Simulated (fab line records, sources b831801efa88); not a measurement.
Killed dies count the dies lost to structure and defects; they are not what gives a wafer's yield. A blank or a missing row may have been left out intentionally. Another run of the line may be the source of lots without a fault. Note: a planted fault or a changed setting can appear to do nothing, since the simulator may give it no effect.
Code-filled problem report in 8D (eight disciplines) form -- flow sky130 -- the parts of the form that need people (team, actions taken, sign-off) are left out

== 1. PROBLEM STATEMENT ==
At SKY_GATE_OXIDE_IMPLANT_11, beamEnergyKeV averages 9.330 over 6 wafers from 2 lots, while fault-free wafers read 10.000, standard deviation 0.0031. That is -99 or more standard deviations from the usual mean.
Seen first at day 16 07:19 on implanter-03, wafer L641.1. The record holds 39 wafers of 13 lots with a number at this step. By rule, "out" or "out of limits" means more than 4 standard deviations away from the usual mean. The rest of the wafers with a number are treated as sound.

== 2. WHAT IT IS, WHAT IT ISN'T ==
question,is,is not
which readings at this step,beamEnergyKeV,-
which lots,"L641, L642","L634, L635, L636, L637, L644, L649, L651, L652, L653, L654, L656"
which wafers of those lots,all that have a number,-
read on which tools,implanter-03,"implanter-01, implanter-04"
when,from day 16 07:19,"up to then (12 sound wafers); but 21 sound wafers of L644, L649, L651, L652, L653, L654, L656 came after"

== 3. WHAT RULES OUT EACH SUSPECT ==
Counting: a tool stays on the suspect list if, at a process step up to the reading, it processed all lots that are out and no sound lot following the first of them.
- lithoTrack-04 at SKY_SONOS_TUNNEL_SOFTBAKE_03 (time 61.83 s): ruled out as a lasting fault. The sound lots L644, L649, L651, L656 went through it after L641, its earliest lot that is out (day 13 02:39).
- implanter-03 at SKY_GATE_OXIDE_IMPLANT_11: ruled out as a lasting fault. The sound lots L649, L653, L654, L656 went through it after L641, its earliest lot that is out (day 16 07:19).
Left after counting: nothing in the record.

== 4. THE CAUSE (what the simulator had put in) ==
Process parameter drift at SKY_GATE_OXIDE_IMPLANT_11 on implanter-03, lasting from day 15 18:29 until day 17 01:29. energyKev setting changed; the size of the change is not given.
Counting ruled it out, wrongly.

== 5. SEQUENCE OF EFFECTS, ordered by route ==
Each row: a reading where the mean over the struck wafers with a number is more than 3 standard deviations away from the usual. Scope: only readings with a usual standard deviation given in the record; hours: median across lots of the time from each lot's start at the first step in this table that gives one to its start at this step; sigmas: change in usual standard deviations.
hours,step,reading,usual,on struck wafers,change,sigmas
0,SKY_GATE_OXIDE_IMPLANT_11,beamEnergyKeV,10.000,9.330,-0.670,-99 or more
Here are the process steps it includes:
- SKY_GATE_OXIDE_IMPLANT_11

== 6. WHAT WOULD HAVE CAUGHT IT SOONER ==
The fault began at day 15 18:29; the first out-of-limits reading in this record came at day 16 07:19, 13 hours later.
